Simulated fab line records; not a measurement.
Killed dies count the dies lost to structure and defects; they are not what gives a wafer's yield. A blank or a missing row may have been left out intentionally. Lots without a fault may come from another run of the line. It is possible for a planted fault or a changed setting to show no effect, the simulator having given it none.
Problem report in the 8D (eight disciplines) form, filled by code :: flow gf180mcu :: the parts of the form that need people (team, actions taken, sign-off) are left out

1. PROBLEM STATEMENT
PSD_TW at GF_PSD_TW_MEAS_11 reads a mean of 30 on 3 wafers of 1 lot; wafers without a fault read 3170 with a standard deviation of 25. So: -99 or more standard deviations from the usual mean.
First seen on wafer L111.2, day 15 08:13, on filmMetro-01. The record has a number at this step for 39 wafers belonging to 13 lots. By rule, "out" or "out of limits" means more than 4 standard deviations away from the usual mean. Any other wafer with a number is counted as sound.

2. WHAT IT IS, AND WHAT IT ISN'T
question: which readings at this step
is: PSD_TW
is not: -

question: which lots
is: L111
is not: L116, L117, L120, L122, L123, L124, L125, L126, L127, L128, L131, L132

question: which wafers of those lots
is: all that have a number
is not: -

question: read on which gauges
is: filmMetro-01
is not: filmMetro-03, filmMetro-04

question: when
is: from day 15 08:13
is not: up to then (0 sound wafers); but 36 sound wafers of L116, L117, L120, L122, L123, L124, L125, L126, L127, L128, L131, L132 came after

3. THE SUSPECTS, EACH WITH WHAT RULES IT OUT
Counting: a tool at a process step up to the reading stays a suspect if it ran every lot that is out and no sound lot after the first of them.
- the gauge at GF_PSD_TW_MEAS_11 has been ruled out. All the wafers that are out were read on filmMetro-01, but those of them that GF_NSD_STRIP_11 has rows for are out there too, on other tools.
- plasmaAsher-03 at GF_NSD_STRIP_11 (strips in O2/N2): ruled out as a lasting fault. The sound lots L120, L122, L126, L127, L128 went through it after L111, its earliest lot that is out (day 14 10:13).
- plasmaAsher-04 at GF_PSD_STRIP_10 (strips in O2/N2): ruled out as a lasting fault. The sound lots L116, L126, L128, L132 went through it after L111, its earliest lot that is out (day 15 08:06).
Left after counting: nothing in the record.

4. THE CAUSE (what the simulator had put in)
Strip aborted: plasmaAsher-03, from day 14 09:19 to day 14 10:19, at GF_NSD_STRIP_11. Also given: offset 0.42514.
It was ruled out by counting, in error; the rule expects a fault to strike all lots run on its tool from its start on, and this fault did not.

5. THE CHAIN OF EFFECTS, in route order
Rows list readings where the struck wafers' mean (over those with a number) sits beyond 3 standard deviations from the usual. Only readings for which the record gives a usual standard deviation are gone through. hours: the time from each lot's start at the first step in this table that gives one to its start at this step, as a median over the lots. sigmas: the change in usual standard deviations.
hours: 0
step: GF_NSD_STRIP_11
reading: oesProductAu
usual: 0.487 a.u.
on struck wafers: 0.558
change: +0.071
sigmas: +17

hours: 22
step: GF_PSD_STRIP_10
reading: oesProductAu
usual: 0.591 a.u.
on struck wafers: 0.616
change: +0.025
sigmas: +5.6

hours: 22
step: GF_PSD_STRIP_10
reading: stripTimeToEndpointS
usual: 16.52 s
on struck wafers: 19.67
change: +3.15
sigmas: +70

hours: 22
step: GF_PSD_TW_MEAS_11
reading: PSD_TW
usual: 3170
on struck wafers: 30
change: -3140
sigmas: -99 or more
Its process steps:
- GF_NSD_STRIP_11: strips in O2/N2.
- GF_PSD_STRIP_10: strips in O2/N2.
Readings that are blank on the struck wafers while sound wafers have them: stripTimeToEndpointS at GF_NSD_STRIP_11.

6. WHAT WOULD HAVE CAUGHT IT SOONER
The first out-of-limits reading at a measuring or inspecting step in this record came at day 15 08:13, 23 hours after the fault's start at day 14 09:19.
At GF_NSD_STRIP_11, the tool's own readings (oesProductAu) were out on each struck wafer the step has a row for, so an alarm limit on them would have fired on the first such wafer.
